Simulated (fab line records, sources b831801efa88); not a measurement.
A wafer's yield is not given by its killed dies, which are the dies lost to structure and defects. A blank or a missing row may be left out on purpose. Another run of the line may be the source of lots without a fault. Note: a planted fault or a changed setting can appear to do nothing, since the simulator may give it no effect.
Matching of chambers    flow gf180mcu    4 sister chambers for GF_V1_CMP_04 on cmp-02
The step polishes SiO2. 16 wafers are shown with their chamber, then 7 later ones without.

## WAFERS WITH THEIR CHAMBER
wafer   chamber  motor_current_A (A)  head_pressure_psi (psi)  time_to_endpoint_s (s)
L928.3  3        12.5                 3.984                    82
L928.4  0        14.2                 4.003                    85
L928.5  3        13.1                 3.995                    84
L931.1  1        11.8                 4.001                    80
L931.4  0        14.5                 4.002                    84
L931.6  3        12.1                 4.016                    91
L934.1  1        11.8                 3.995                    83
L935.2  3        12.5                 3.974                    79
L941.2  1        11.0                 3.999                    81
L941.4  0        14.0                 3.993                    87
L941.6  2        10.8                 4.005                    82
L942.1  0        13.6                 3.999                    76
L942.4  3        12.9                 3.996                    83
L942.6  1        11.7                 3.996                    82
L943.2  1        12.2                 3.971                    76
L943.4  3        11.7                 3.987                    85

SIGNATURES (means of the wafers above)
reading             chamber 0  chamber 1  chamber 2  chamber 3  scatter within a chamber
motor_current_A     14.075     11.700     10.800     12.467     0.457
head_pressure_psi   3.99925    3.99240    4.00500    3.99200    0.0118
time_to_endpoint_s  83.00      80.40      82.00      84.00      3.86
Rule: for each reading, subtract the chamber's mean from the wafer's reading, divide by that reading's scatter and square the result; add these up over the readings and take the root, which gives the wafer's distance from the chamber. The wafer belongs to the nearest chamber; if the next one is less than 2 further off, it can't be placed. The scatter: the root of (the sum of the squares of (reading less its chamber's mean) over the shown wafers, divided by (wafers less chambers)).

## WAFERS WITHOUT THEIR CHAMBER
wafer   motor_current_A (A)  head_pressure_psi (psi)  time_to_endpoint_s (s)
L943.5  11.4                 4.006                    83
L946.1  11.1                 3.989                    83
L946.2  11.3                 4.003                    73
L946.5  11.8                 4.001                    82
L949.1  14.1                 4.000                    81
L949.4  11.6                 3.997                    86
L949.5  13.8                 4.005                    82

## WHICH CHAMBER EACH ONE RAN IN
wafer   from the rows above           in truth
L943.5  can't be placed: 2 or 1 or 3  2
L946.1  can't be placed: 1 or 2 or 3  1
L946.2  can't be placed: 1 or 2 or 3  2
L946.5  can't be placed: 1 or 3 or 2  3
L949.1  0                             0
L949.4  can't be placed: 1 or 3 or 2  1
L949.5  0                             0
2 of 7 placed correctly. Cannot be placed on the basis of these rows: 5; the candidates contain the true chamber in 5. 0 placed wrongly.
